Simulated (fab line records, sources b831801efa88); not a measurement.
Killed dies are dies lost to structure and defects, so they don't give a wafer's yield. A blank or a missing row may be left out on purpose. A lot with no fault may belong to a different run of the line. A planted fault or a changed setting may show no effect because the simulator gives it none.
fab line records -- flow sky130 -- part 1 of 2: steps 1 to 29 of 39
record lots=5, wafers=15, lastDay=50
route steps=708 shown CAPM@539 METAL3@555 VIA3@573
lots with no fault: from the same line, run without faults
startH: hours from the record's opening day to when the first of the lot's shown wafers began -- waitH: time in hours since the lot's previous step -- " same as the row above -- L1.1+2: a row that stands for several wafers -- - no value present, or no start provided -- * or withheld: withheld -- < > ~ a bound
route shown NAME@n: NAME is a module with steps in the file, n the number in the route of the first one -- usual: mean/standard deviation taken from wafers without a fault -- same: alike in all rows -- chamber/n: place in a boat -- sites: each site's reading -- _std_site: standard deviation across them -- _edge_site: inner sites' mean taken away from outer sites' mean -- radiusMm: for every site, how far away it sits from the centre of the wafer -- mask NAME#n: copy n -- behind: the last tool/chamber to shape the wafer -- hold: cause of the lot's hold/its duration in hours/its outcome -- device: the n, p or np transistor that did not switch -- end of line: the same wafers' tests at the end of the route -- where a step has no rows: the recipe by itself -- killed: not the wafer's yield, but the dies lost to structure and defects at the first sort -- map: a wafer's dies, marking killed ones x, the rest . and places with no die _
set.NAME: the setting as run; set.NAME@STEP: as run at that earlier step -- model.NAME: the simulator's own value behind a step, which no gauge read
lots at some steps of the route; a table a step, a row a wafer
services: a tool's chamber out of use, with start hour (startH, from the record's first day; less than 0 if before it), hours out, and reason
## steps
# step SKY_CAPM_SPUTTER_02
# recipe material=TiN, targetThkNm=200, tempC=300, powerW=6500, timeS=166.7, chamberPressurePa=0.4
# usual throttleValvePct=29.9/0.72
lot.wafer,tool,chamber,startH,waitH,throttleValvePct
L075.2,pvdSputter-03,-,857.70,0.0,29.0
L075.3,pvdSputter-03,-,857.70,0.0,27.6
L075.6,pvdSputter-03,-,857.70,0.0,29.8
L076.2,pvdSputter-01,-,871.74,0.0,30.4
L076.5,pvdSputter-01,-,871.74,0.0,30.1
L076.6,pvdSputter-01,-,871.74,0.0,29.3
L081.1,pvdSputter-04,-,901.90,0.1,31.0
L081.3,pvdSputter-04,-,901.90,0.1,28.8
L081.4,pvdSputter-04,-,901.90,0.1,30.0
L088.2,pvdSputter-01,-,954.25,0.0,30.6
L088.3,pvdSputter-01,-,954.25,0.0,29.7
L088.6,pvdSputter-01,-,954.25,0.0,30.0
L094.2,pvdSputter-04,-,996.86,0.0,28.6
L094.4,pvdSputter-04,-,996.86,0.0,29.6
L094.5,pvdSputter-04,-,996.86,0.0,29.0
# step SKY_CAPM_RS_MEAS_03
# recipe thkMeasGauge=four-point-probe, reads=TiN_of_CAPM_SPUTTER_02
# usual CAPM_TIN_RS=6.87/0.063
lot.wafer,tool,chamber,startH,waitH,CAPM_TIN_RS[ohm/sq]
L075.2,filmMetro-04,-,857.83,0.1,6.85
L075.3,filmMetro-04,-,857.83,0.1,6.89
L075.6,filmMetro-04,-,857.83,0.1,6.86
L076.2,filmMetro-02,-,871.87,0.1,6.87
L076.5,filmMetro-02,-,871.87,0.1,6.87
L076.6,filmMetro-02,-,871.87,0.1,6.86
L081.1,filmMetro-01,-,902.01,0.1,6.80
L081.3,filmMetro-01,-,902.01,0.1,6.80
L081.4,filmMetro-01,-,902.01,0.1,6.81
L088.2,filmMetro-01,-,954.38,0.1,6.79
L088.3,filmMetro-01,-,954.38,0.1,6.80
L088.6,filmMetro-01,-,954.38,0.1,6.81
L094.2,filmMetro-02,-,996.99,0.1,6.88
L094.4,filmMetro-02,-,996.99,0.1,6.90
L094.5,filmMetro-02,-,996.99,0.1,6.83
# step SKY_CAPM_THK_MEAS_04
# recipe thkMeasGauge=xrf, reads=TiN_of_CAPM_SPUTTER_02
# usual CAPM_TIN_THK=202.8/2
lot.wafer,tool,chamber,startH,waitH,CAPM_TIN_THK[nm]
L075.2,filmMetro-04,-,857.94,0.1,205.6
L075.3,filmMetro-04,-,857.94,0.1,204.8
L075.6,filmMetro-04,-,857.94,0.1,204.9
L076.2,filmMetro-02,-,871.98,0.1,200.5
L076.5,filmMetro-02,-,871.98,0.1,201.0
L076.6,filmMetro-02,-,871.98,0.1,200.9
L081.1,filmMetro-01,-,902.13,0.1,205.0
L081.3,filmMetro-01,-,902.13,0.1,205.2
L081.4,filmMetro-01,-,902.13,0.1,204.9
L088.2,filmMetro-01,-,954.49,0.1,203.9
L088.3,filmMetro-01,-,954.49,0.1,203.4
L088.6,filmMetro-01,-,954.49,0.1,204.0
L094.2,filmMetro-02,-,997.10,0.1,199.8
L094.4,filmMetro-02,-,997.10,0.1,200.8
L094.5,filmMetro-02,-,997.10,0.1,202.7
# step SKY_CAPM_DEHYDRATE_05
# recipe tempC=200, timeS=60
# usual plateTempC=200.02/0.15
lot.wafer,tool,chamber,startH,waitH,plateTempC
L075.2,lithoTrack-04,0,869.85,11.9,200.12
L075.3,lithoTrack-04,0,869.85,11.9,199.97
L075.6,lithoTrack-04,0,869.85,11.9,200.18
L076.2,lithoTrack-02,0,884.71,12.7,200.30
L076.5,lithoTrack-02,0,884.71,12.7,199.98
L076.6,lithoTrack-02,0,884.71,12.7,200.20
L081.1,lithoTrack-04,0,914.07,11.9,199.96
L081.3,lithoTrack-04,0,914.07,11.9,199.96
L081.4,lithoTrack-04,0,914.07,11.9,200.09
L088.2,lithoTrack-01,0,966.26,11.8,200.27
L088.3,lithoTrack-01,0,966.26,11.8,199.99
L088.6,lithoTrack-01,0,966.26,11.8,200.16
L094.2,lithoTrack-04,0,1008.65,11.5,200.00
L094.4,lithoTrack-04,0,1008.65,11.5,200.16
L094.5,lithoTrack-04,0,1008.65,11.5,200.17
# step SKY_CAPM_HMDS_06
# recipe primeTimeS=60, primeTempC=120
# usual primeTempC=119.97/0.14
lot.wafer,tool,chamber,startH,waitH,primeTempC
L075.2,lithoTrack-04,0,870.00,0.1,120.04
L075.3,lithoTrack-04,0,870.00,0.1,119.84
L075.6,lithoTrack-04,0,870.00,0.1,120.07
L076.2,lithoTrack-02,0,884.86,0.1,120.09
L076.5,lithoTrack-02,0,884.86,0.1,120.12
L076.6,lithoTrack-02,0,884.86,0.1,120.06
L081.1,lithoTrack-04,0,914.22,0.1,119.84
L081.3,lithoTrack-04,0,914.22,0.1,119.68
L081.4,lithoTrack-04,0,914.22,0.1,119.83
L088.2,lithoTrack-01,0,966.41,0.1,119.89
L088.3,lithoTrack-01,0,966.41,0.1,119.73
L088.6,lithoTrack-01,0,966.41,0.1,119.79
L094.2,lithoTrack-04,0,1008.80,0.1,120.08
L094.4,lithoTrack-04,0,1008.80,0.1,119.97
L094.5,lithoTrack-04,0,1008.80,0.1,120.12
# step SKY_CAPM_COAT_07
# recipe resist=NOVOLAK, spinRpm=3000, resistThkNm=1140
lot.wafer,tool,chamber,startH,waitH
L075.2+3+6,lithoTrack-04,0,870.15,0.1
L076.2+5+6,lithoTrack-02,0,885.01,0.1
L081.1+3+4,lithoTrack-04,0,914.37,0.1
L088.2+3+6,lithoTrack-01,0,966.56,0.1
L094.2+4+5,lithoTrack-04,0,1008.95,0.1
# step SKY_CAPM_SOFTBAKE_08
# recipe tempC=90, timeS=60, resist=NOVOLAK
# usual plateTempC=89.95/0.15
lot.wafer,tool,chamber,startH,waitH,plateTempC
L075.2,lithoTrack-04,0,870.30,0.1,90.03
L075.3,lithoTrack-04,0,870.30,0.1,90.04
L075.6,lithoTrack-04,0,870.30,0.1,90.00
L076.2,lithoTrack-02,0,885.16,0.1,90.02
L076.5,lithoTrack-02,0,885.16,0.1,90.04
L076.6,lithoTrack-02,0,885.16,0.1,90.09
L081.1,lithoTrack-04,0,914.52,0.1,89.53
L081.3,lithoTrack-04,0,914.52,0.1,89.75
L081.4,lithoTrack-04,0,914.52,0.1,89.68
L088.2,lithoTrack-01,0,966.71,0.1,90.09
L088.3,lithoTrack-01,0,966.71,0.1,89.86
L088.6,lithoTrack-01,0,966.71,0.1,90.02
L094.2,lithoTrack-04,0,1009.10,0.1,89.82
L094.4,lithoTrack-04,0,1009.10,0.1,89.85
L094.5,lithoTrack-04,0,1009.10,0.1,89.91
# step SKY_CAPM_EXPOSE_09
# recipe maskId=CAPM, na=0.6, sourceShape=conventional, sigmaOuter=0.6, polarization=unpolarized, targetCdNm=1000, doseMj=159
lot.wafer,tool,chamber,startH,waitH,mask
L075.2+3+6,ilineStepper-02,0,-,-,CAPM#0
L076.2+5+6,ilineStepper-02,0,-,-,CAPM#0
L081.1+3+4,ilineStepper-01,0,-,-,CAPM#0
L088.2+3+6,ilineStepper-02,0,-,-,CAPM#0
L094.2+4+5,ilineStepper-02,0,-,-,CAPM#0
# step SKY_CAPM_PEB_10
# recipe tempC=withheld, timeS=*, resist=NOVOLAK
lot.wafer,tool,chamber,startH,waitH
L075.2+3+6,lithoTrack-01,0,-,-
L076.2+5+6,lithoTrack-02,0,-,-
L081.1+3+4,lithoTrack-02,0,-,-
L088.2+3+6,lithoTrack-02,0,-,-
L094.2+4+5,lithoTrack-04,0,-,-
# step SKY_CAPM_DEVELOP_11
# recipe resist=NOVOLAK, developer=TMAH, developTimeS=60, devTempC=23
lot.wafer,tool,chamber,startH,waitH
L075.2+3+6,lithoTrack-01,0,882.86,0.1
L076.2+5+6,lithoTrack-02,0,897.61,0.1
L081.1+3+4,lithoTrack-02,0,925.74,0.1
L088.2+3+6,lithoTrack-02,0,977.46,0.1
L094.2+4+5,lithoTrack-04,0,1020.45,0.1
# step SKY_CAPM_OVL_MEAS_12
# usual CAPM_OVL=1.2/1.4
lot.wafer,tool,chamber,startH,waitH,CAPM_OVL[nm]
L075.2,overlay-02,-,882.99,0.1,1.2
L075.3,overlay-02,-,882.99,0.1,2.8
L075.6,overlay-02,-,882.99,0.1,3.1
L076.2,overlay-02,-,897.74,0.1,1.1
L076.5,overlay-02,-,897.74,0.1,1.8
L076.6,overlay-02,-,897.74,0.1,2.3
L081.1,overlay-02,-,925.89,0.1,-0.4
L081.3,overlay-02,-,925.89,0.1,0.8
L081.4,overlay-02,-,925.89,0.1,-0.3
L088.2,overlay-02,-,977.59,0.1,2.6
L088.3,overlay-02,-,977.59,0.1,2.8
L088.6,overlay-02,-,977.59,0.1,2.8
L094.2,overlay-02,-,1020.58,0.1,0.0
L094.4,overlay-02,-,1020.58,0.1,-0.1
L094.5,overlay-02,-,1020.58,0.1,0.5
# step SKY_CAPM_METAL_ETCH_13
# recipe targetDepthNm=220, stopOn=SiO2, chemistry=Cl2/BCl3, target=TiN, pressureMtorr=10, icpW=900, biasW=48.5, Cl2_flow_sccm=60, bcl3FlowSccm=30, timeS=62.9
# usual drypumpMotorCurrentA=6.0/0.38, oesProductAu=0.944/0.0065, rfFwdPowerW=893/3.7, throttleValvePct=21.899/0.0096
lot.wafer,tool,chamber,startH,waitH,drypumpMotorCurrentA,oesProductAu,rfFwdPowerW,rfHoursCounterH,throttleValvePct
L075.2,rieMetal-01,1,883.02,0.0,5.8,0.952,889,14,21.905
L075.3,rieMetal-01,0,883.02,0.0,6.2,0.936,897,-,21.896
L075.6,rieMetal-01,1,883.02,0.0,5.9,0.953,890,-,21.891
L076.2,rieMetal-04,0,897.77,0.0,6.1,0.942,893,9,21.908
L076.5,rieMetal-04,1,897.77,0.0,5.2,0.954,887,-,21.900
L076.6,rieMetal-04,0,897.77,0.0,6.2,0.947,900,-,21.897
L081.1,rieMetal-01,1,925.92,0.0,5.9,0.948,890,16,21.881
L081.3,rieMetal-01,0,925.92,0.0,6.3,0.954,890,-,21.912
L081.4,rieMetal-01,1,925.92,0.0,5.9,0.955,891,-,21.899
L088.2,rieMetal-01,1,977.62,0.0,5.9,0.953,898,18,21.900
L088.3,rieMetal-01,0,977.62,0.0,6.3,0.953,890,-,21.901
L088.6,rieMetal-01,0,977.62,0.0,6.3,0.951,894,-,21.885
L094.2,rieMetal-01,1,1020.61,0.0,5.8,0.947,890,1,21.902
L094.4,rieMetal-01,1,1020.61,0.0,5.8,0.937,889,-,21.894
L094.5,rieMetal-01,0,1020.61,0.0,6.3,0.945,899,-,21.901
# step SKY_CAPM_STRIP_14
# recipe chemistry=O2/N2, powerW=1400, pressureMtorr=1500, platenTempC=withheld, o2FlowSccm=3000, n2FlowSccm=300, overashFraction=0.5
# usual drypumpMotorCurrentA=5.38/0.17, oesProductAu=0.710/0.0045, stripTimeToEndpointS=12.64/0.047
lot.wafer,tool,chamber,startH,waitH,drypumpMotorCurrentA,oesProductAu,rfHoursCounterH,stripTimeToEndpointS
L075.2,plasmaAsher-04,0,883.09,0.1,5.46,0.707,106,12.66
L075.3,plasmaAsher-04,1,883.09,0.1,4.95,0.708,-,12.65
L075.6,plasmaAsher-04,1,883.09,0.1,4.94,0.708,-,12.62
L076.2,plasmaAsher-02,0,897.85,0.1,5.29,0.720,16,12.67
L076.5,plasmaAsher-02,1,897.85,0.1,5.36,0.700,-,12.69
L076.6,plasmaAsher-02,0,897.85,0.1,5.29,0.715,-,12.63
L081.1,plasmaAsher-03,0,926.00,0.1,5.33,0.713,49,12.70
L081.3,plasmaAsher-03,1,926.00,0.1,5.60,0.711,-,12.71
L081.4,plasmaAsher-03,0,926.00,0.1,5.36,0.716,-,12.69
L088.2,plasmaAsher-02,1,977.70,0.1,5.36,0.714,24,12.59
L088.3,plasmaAsher-02,0,977.70,0.1,5.30,0.714,-,12.61
L088.6,plasmaAsher-02,0,977.70,0.1,5.30,0.710,-,12.59
L094.2,plasmaAsher-02,1,1020.69,0.1,5.38,0.715,28,12.61
L094.4,plasmaAsher-02,0,1020.69,0.1,5.32,0.712,-,12.62
L094.5,plasmaAsher-02,1,1020.69,0.1,5.38,0.713,-,12.60
# step SKY_CAPM_STRIP_15
# recipe chemistry=postEtchResidueRemover, timeS=1200, tempC=72.5
lot.wafer,tool,chamber,startH,waitH
L075.2+3+6,wetBench-02,3,883.19,0.1
L076.2+5+6,wetBench-04,2,897.95,0.1
L081.1+3+4,wetBench-03,2,926.10,0.1
L088.2+3+6,wetBench-03,1,977.80,0.1
L094.2+4+5,wetBench-03,3,1020.79,0.1
# step SKY_CAPM_CLEAN_16
# recipe chemistry=IPA, timeS=180, tempC=25
lot.wafer,tool,chamber,startH,waitH
L075.2+3+6,wetBench-03,1,883.54,0.0
L076.2+5+6,wetBench-02,3,898.29,0.0
L081.1+3+4,wetBench-04,0,926.44,0.0
L088.2+3+6,wetBench-04,2,978.14,0.0
L094.2+4+5,wetBench-04,3,1021.13,0.0
# step SKY_CAPM_CLEAN_17
# recipe chemistry=O3/DIW, dry=n2Spin
lot.wafer,tool,chamber,startH,waitH
L075.2+3+6,wetBench-04,0,883.59,0.0
L076.2+5+6,wetBench-04,3,898.35,0.0
L081.1+3+4,wetBench-02,0,926.50,0.0
L088.2+3+6,wetBench-02,0,978.20,0.0
L094.2+4+5,wetBench-03,2,1021.19,0.0
# step SKY_METAL3_DEHYDRATE_05
# recipe tempC=200, timeS=60
# usual plateTempC=199.99/0.17
lot.wafer,tool,chamber,startH,waitH,plateTempC
L075.2,lithoTrack-03,0,895.68,12.0,199.59
L075.3,lithoTrack-03,0,895.68,12.0,199.77
L075.6,lithoTrack-03,0,895.68,12.0,199.94
L076.2,lithoTrack-04,0,910.70,12.3,199.89
L076.5,lithoTrack-04,0,910.70,12.3,199.94
L076.6,lithoTrack-04,0,910.70,12.3,200.05
L081.1,lithoTrack-03,0,938.76,12.2,200.09
L081.3,lithoTrack-03,0,938.76,12.2,200.00
L081.4,lithoTrack-03,0,938.76,12.2,200.03
L088.2,lithoTrack-03,0,989.84,11.5,199.98
L088.3,lithoTrack-03,0,989.84,11.5,199.86
L088.6,lithoTrack-03,0,989.84,11.5,199.60
L094.2,lithoTrack-04,0,1032.20,10.9,199.95
L094.4,lithoTrack-04,0,1032.20,10.9,199.84
L094.5,lithoTrack-04,0,1032.20,10.9,200.13
# step SKY_METAL3_HMDS_06
# recipe primeTimeS=60, primeTempC=120
# usual primeTempC=119.99/0.14
lot.wafer,tool,chamber,startH,waitH,primeTempC
L075.2,lithoTrack-03,0,895.83,0.1,119.95
L075.3,lithoTrack-03,0,895.83,0.1,120.12
L075.6,lithoTrack-03,0,895.83,0.1,120.08
L076.2,lithoTrack-04,0,910.85,0.1,120.14
L076.5,lithoTrack-04,0,910.85,0.1,120.09
L076.6,lithoTrack-04,0,910.85,0.1,120.04
L081.1,lithoTrack-03,0,938.91,0.1,119.66
L081.3,lithoTrack-03,0,938.91,0.1,120.07
L081.4,lithoTrack-03,0,938.91,0.1,119.90
L088.2,lithoTrack-03,0,989.99,0.1,120.27
L088.3,lithoTrack-03,0,989.99,0.1,119.94
L088.6,lithoTrack-03,0,989.99,0.1,120.07
L094.2,lithoTrack-04,0,1032.35,0.1,120.11
L094.4,lithoTrack-04,0,1032.35,0.1,120.09
L094.5,lithoTrack-04,0,1032.35,0.1,119.91
# step SKY_METAL3_COAT_07
# recipe resist=BARC, tempC=withheld, timeS=withheld, spinRpm=3000, resistThkNm=60
lot.wafer,tool,chamber,startH,waitH
L075.2+3+6,lithoTrack-03,0,895.98,0.1
L076.2+5+6,lithoTrack-04,0,911.00,0.1
L081.1+3+4,lithoTrack-03,0,939.06,0.1
L088.2+3+6,lithoTrack-03,0,990.14,0.1
L094.2+4+5,lithoTrack-04,0,1032.50,0.1
# step SKY_METAL3_COAT_08
# recipe resist=KrF-thick, spinRpm=3000, resistThkNm=1140
lot.wafer,tool,chamber,startH,waitH
L075.2+3+6,lithoTrack-03,0,-,-
L076.2+5+6,lithoTrack-04,0,-,-
L081.1+3+4,lithoTrack-03,0,-,-
L088.2+3+6,lithoTrack-03,0,-,-
L094.2+4+5,lithoTrack-04,0,-,-
# step SKY_METAL3_SOFTBAKE_09
# recipe tempC=100, timeS=90, resist=KrF-thick
# usual plateTempC=100.01/0.13
lot.wafer,tool,chamber,startH,waitH,plateTempC
L075.2,lithoTrack-03,0,-,-,99.85
L075.3,lithoTrack-03,0,-,-,100.09
L075.6,lithoTrack-03,0,-,-,99.87
L076.2,lithoTrack-04,0,-,-,99.92
L076.5,lithoTrack-04,0,-,-,99.90
L076.6,lithoTrack-04,0,-,-,100.10
L081.1,lithoTrack-03,0,-,-,100.17
L081.3,lithoTrack-03,0,-,-,100.07
L081.4,lithoTrack-03,0,-,-,100.11
L088.2,lithoTrack-03,0,-,-,100.02
L088.3,lithoTrack-03,0,-,-,99.98
L088.6,lithoTrack-03,0,-,-,100.14
L094.2,lithoTrack-04,0,-,-,99.99
L094.4,lithoTrack-04,0,-,-,99.96
L094.5,lithoTrack-04,0,-,-,100.13
# step SKY_METAL3_EXPOSE_10
# recipe maskId=MM3, na=0.68, sourceShape=annular, sigmaInner=0.4, sigmaOuter=0.8, targetCdNm=300, doseMj=28
lot.wafer,tool,chamber,startH,waitH,mask
L075.2+3+6,krfScanner-01,0,-,-,MM3#0
L076.2+5+6,krfScanner-01,0,-,-,MM3#0
L081.1+3+4,krfScanner-02,0,-,-,MM3#0
L088.2+3+6,krfScanner-01,0,-,-,MM3#0
L094.2+4+5,krfScanner-01,0,-,-,MM3#0
# step SKY_METAL3_PEB_11
# recipe pebTempC=withheld, pebTimeS=withheld, resist=KrF-thick
lot.wafer,tool,chamber,startH,waitH
L075.2+3+6,lithoTrack-02,0,-,-
L076.2+5+6,lithoTrack-02,0,-,-
L081.1+3+4,lithoTrack-02,0,-,-
L088.2+3+6,lithoTrack-03,0,-,-
L094.2+4+5,lithoTrack-02,0,-,-
# step SKY_METAL3_DEVELOP_12
# recipe developTimeS=60, resist=KrF-thick, devTempC=21
lot.wafer,tool,chamber,startH,waitH
L075.2+3+6,lithoTrack-02,0,-,-
L076.2+5+6,lithoTrack-02,0,-,-
L081.1+3+4,lithoTrack-02,0,-,-
L088.2+3+6,lithoTrack-03,0,-,-
L094.2+4+5,lithoTrack-02,0,-,-
# step SKY_METAL3_CD_MEAS_13
# recipe targetCdNm=300
# usual cdNm=299.4/1.6
lot.wafer,tool,chamber,startH,waitH,cdNm
L075.2,cdSem-01,-,909.21,-,296.7
L075.3,cdSem-01,-,909.21,-,296.3
L075.6,cdSem-01,-,909.21,-,296.5
L076.2,cdSem-01,-,923.51,-,301.3
L076.5,cdSem-01,-,923.51,-,299.9
L076.6,cdSem-01,-,923.51,-,299.9
L081.1,cdSem-01,-,951.24,-,299.4
L081.3,cdSem-01,-,951.24,-,300.4
L081.4,cdSem-01,-,951.24,-,300.2
L088.2,cdSem-02,-,1002.03,-,300.7
L088.3,cdSem-02,-,1002.03,-,300.3
L088.6,cdSem-02,-,1002.03,-,300.3
L094.2,cdSem-01,-,1043.61,-,300.5
L094.4,cdSem-01,-,1043.61,-,300.2
L094.5,cdSem-01,-,1043.61,-,300.3
# step SKY_METAL3_OVL_MEAS_14
# usual METAL3_OVL=-5/5.1
lot.wafer,tool,chamber,startH,waitH,METAL3_OVL[nm]
L075.2,overlay-02,-,909.31,0.1,-11
L075.3,overlay-02,-,909.31,0.1,-10
L075.6,overlay-02,-,909.31,0.1,-13
L076.2,overlay-02,-,923.61,0.1,-8
L076.5,overlay-02,-,923.61,0.1,-3
L076.6,overlay-02,-,923.61,0.1,-9
L081.1,overlay-02,-,951.36,0.1,-5
L081.3,overlay-02,-,951.36,0.1,3
L081.4,overlay-02,-,951.36,0.1,2
L088.2,overlay-01,-,1002.14,0.1,-6
L088.3,overlay-01,-,1002.14,0.1,-11
L088.6,overlay-01,-,1002.14,0.1,-3
L094.2,overlay-02,-,1043.71,0.1,1
L094.4,overlay-02,-,1043.71,0.1,-3
L094.5,overlay-02,-,1043.71,0.1,3
# step SKY_METAL3_DESCUM_15
# recipe chemistry=O2, sourcePowerW=150, biasPowerW=0, pressureMtorr=10, tempC=40, timeS=8
# usual drypumpMotorCurrentA=5.7/0.49, oesProductAu=1.000/0.009, rfFwdPowerW=147.5/0.78
lot.wafer,tool,chamber,startH,waitH,drypumpMotorCurrentA,oesProductAu,rfFwdPowerW,rfHoursCounterH
L075.2,rieMetal-01,1,909.34,0.0,5.9,1.009,147.3,15
L075.3,rieMetal-01,1,909.34,0.0,5.9,1.016,147.3,-
L075.6,rieMetal-01,0,909.34,0.0,6.3,0.997,147.0,-
L076.2,rieMetal-03,0,923.64,0.0,5.0,0.994,148.7,12
L076.5,rieMetal-03,1,923.64,0.0,5.8,0.998,146.9,-
L076.6,rieMetal-03,0,923.64,0.0,5.0,1.000,148.7,-
L081.1,rieMetal-01,0,951.39,0.0,6.3,1.004,146.6,11
L081.3,rieMetal-01,0,951.39,0.0,6.3,1.005,147.2,-
L081.4,rieMetal-01,1,951.39,0.0,5.9,1.014,147.0,-
L088.2,rieMetal-03,0,1002.17,0.0,5.0,1.001,148.1,17
L088.3,rieMetal-03,0,1002.17,0.0,5.0,0.999,148.1,-
L088.6,rieMetal-03,0,1002.17,0.0,5.0,0.998,147.9,-
L094.2,rieMetal-03,0,1043.74,0.0,5.0,0.996,148.3,19
L094.4,rieMetal-03,1,1043.74,0.0,5.8,0.998,146.6,-
L094.5,rieMetal-03,0,1043.74,0.0,5.0,1.002,148.6,-
# step SKY_METAL3_ETCH_16
# recipe chemistry=N2/H2, target=BARC, ionEnergyEv=200, biasW=100, pressureMtorr=30, n2FlowSccm=100, h2FlowSccm=200, icpW=500, stopOn=SiO2, timeS=88.2, targetDepthA=600
# usual drypumpMotorCurrentA=5.8/0.49, oesProductAu=0.626/0.0048, rfFwdPowerW=497.4/1.8, throttleValvePct=13.204/0.0095
lot.wafer,tool,chamber,startH,waitH,drypumpMotorCurrentA,oesProductAu,rfFwdPowerW,rfHoursCounterH,throttleValvePct
L075.2,rieMetal-01,1,909.38,0.0,5.9,0.615,495.6,15,13.211
L075.3,rieMetal-01,1,909.38,0.0,5.9,0.623,495.3,-,13.198
L075.6,rieMetal-01,0,909.38,0.0,6.3,0.622,497.0,-,13.187
L076.2,rieMetal-03,0,923.68,0.0,5.0,0.629,497.9,12,13.206
L076.5,rieMetal-03,1,923.68,0.0,5.8,0.625,498.9,-,13.207
L076.6,rieMetal-03,0,923.68,0.0,5.0,0.623,495.9,-,13.207
L081.1,rieMetal-01,0,951.43,0.0,6.3,0.627,500.4,11,13.197
L081.3,rieMetal-01,0,951.43,0.0,6.3,0.623,499.7,-,13.208
L081.4,rieMetal-01,1,951.43,0.0,5.9,0.625,495.6,-,13.191
L088.2,rieMetal-03,0,1002.20,0.0,5.0,0.629,496.7,17,13.229
L088.3,rieMetal-03,0,1002.20,0.0,5.0,0.631,500.2,-,13.189
L088.6,rieMetal-03,0,1002.20,0.0,5.0,0.617,499.2,-,13.207
L094.2,rieMetal-03,0,1043.78,0.0,5.0,0.618,499.2,19,13.208
L094.4,rieMetal-03,1,1043.78,0.0,5.9,0.624,498.7,-,13.198
L094.5,rieMetal-03,0,1043.78,0.0,5.0,0.632,502.0,-,13.202
# step SKY_METAL3_ETCH_17
# recipe target=SiO2, stopOn=TiN, chemistry=C4F8/O2/Ar, sourceW=1500, biasW=1200, pressureMtorr=40, c4f8FlowSccm=withheld, O2_flow_sccm=6, Ar_flow_sccm=300, timeS=3.9, targetDepthA=150
# usual oesProductAu=0.755/0.007, rfFwdPowerW=1469/7
lot.wafer,tool,chamber,startH,waitH,oesProductAu,rfFwdPowerW
L075.2,rieDiel-04,1,909.47,0.1,0.748,1467
L075.3,rieDiel-04,0,909.47,0.1,0.751,1478
L075.6,rieDiel-04,1,909.47,0.1,0.773,1463
L076.2,rieDiel-01,1,923.77,0.1,0.765,1474
L076.5,rieDiel-01,3,923.77,0.1,0.764,1463
L076.6,rieDiel-01,0,923.77,0.1,0.764,1480
L081.1,rieDiel-04,3,951.52,0.1,0.747,1465
L081.3,rieDiel-04,2,951.52,0.1,0.756,1474
L081.4,rieDiel-04,1,951.52,0.1,0.764,1463
L088.2,rieDiel-02,2,1002.30,0.1,0.742,1466
L088.3,rieDiel-02,0,1002.30,0.1,0.748,1463
L088.6,rieDiel-02,3,1002.30,0.1,0.745,1471
L094.2,rieDiel-04,1,1043.87,0.1,0.753,1456
L094.4,rieDiel-04,2,1043.87,0.1,0.744,1470
L094.5,rieDiel-04,0,1043.87,0.1,0.759,1473
